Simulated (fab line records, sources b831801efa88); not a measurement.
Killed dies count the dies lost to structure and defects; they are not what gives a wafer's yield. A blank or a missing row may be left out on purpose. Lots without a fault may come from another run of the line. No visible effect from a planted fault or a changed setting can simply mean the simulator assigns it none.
Problem report in the 8D (eight disciplines) form, filled by code + flow sfq_line + the parts of the form that need people (team, actions taken, sign-off) are left out

1. WHAT IS WRONG
Wafers without a fault read 139.2 s, standard deviation 0.75; run_length_s at SFQ_TRILAYER_I1_DEP_PECVD_045 reads a mean of 165.5 s on 6 wafers belonging to 2 lots. Measured from the usual mean, that is +35 standard deviations.
The step: deposits SiO2 from SiH4/N2O, time 111.11 s, target thk 500 nm.
The first sign was on wafer L852.1 at day 30 05:12, on pecvd-01. The record holds 42 wafers of 14 lots with a number at this step. Rule for "out", or "out of limits": more than 4 standard deviations from the usual mean. Any other wafer with a number is counted as sound.

2. WHAT IT IS; WHAT IT IS NOT
| question                    | is                     | is not                                                                                             |
|-----------------------------|------------------------|----------------------------------------------------------------------------------------------------|
| which readings at this step | run_length_s           | heater_power_w, throttle_valve_pct                                                                 |
| which lots                  | L852, L854             | L839, L840, L841, L844, L846, L851, L857, L858, L859, L860, L861, L862                             |
| which wafers of those lots  | all that have a number | -                                                                                                  |
| read on which tools         | pecvd-01               | pecvd-02, pecvd-04                                                                                 |
| when                        | from day 30 05:12      | up to then (18 sound wafers); but 18 sound wafers of L857, L858, L859, L860, L861, L862 came after |

3. THE SUSPECTS, EACH WITH WHAT RULES IT OUT
Counting: a tool at a process step up to the reading stays a suspect if it ran every lot that is out and no sound lot after the first of them.
- pecvd-01 at SFQ_TRILAYER_I1_DEP_PECVD_045 (deposits SiO2 from SiH4/N2O, time 111.11 s, target thk 500 nm): ruled out as a lasting fault. Following L852 (day 30 05:12), the first lot on it that is out, the sound lots L860 were run on it.
Left after counting: nothing in the record.

4. THE CAUSE (what the simulator had put in)
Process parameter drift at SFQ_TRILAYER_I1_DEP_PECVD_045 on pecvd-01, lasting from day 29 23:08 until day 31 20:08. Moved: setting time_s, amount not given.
Counting ruled it out, wrongly.

5. THE CHAIN OF EFFECTS, in route order
Each row: a reading where the mean over the struck wafers with a number is more than 3 standard deviations away from the usual. Only readings for which the record gives a usual standard deviation are gone through. hours: the time from each lot's start at the first step in this table that gives one to its start at this step, as a median over the lots. sigmas: the change in usual standard deviations.
| hours | step                          | reading            | usual   | on struck wafers | change | sigmas |
|-------|-------------------------------|--------------------|---------|------------------|--------|--------|
| 0     | SFQ_TRILAYER_I1_DEP_PECVD_045 | run_length_s       | 139.2 s | 165.5            | +26.3  | +35    |
| 1     | SFQ_TRILAYER_I1_CMP_CMP_046   | time_to_endpoint_s | 213 s   | 295              | +82    | +12    |
Its process steps:
- SFQ_TRILAYER_I1_DEP_PECVD_045: deposits SiO2 from SiH4/N2O, time 111.11 s, target thk 500 nm.
- SFQ_TRILAYER_I1_CMP_CMP_046: polishes SiO2.
Later steps that measure or inspect, where all struck wafers having a row at the step show a number for every such reading and not one has moved that far: SFQ_I2_OVL_MEAS_918.

6. HOW IT WOULD HAVE BEEN CAUGHT EARLIER
In this record no reading fell out of limits until day 30 05:12, 6 hours after the fault had begun at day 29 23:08.
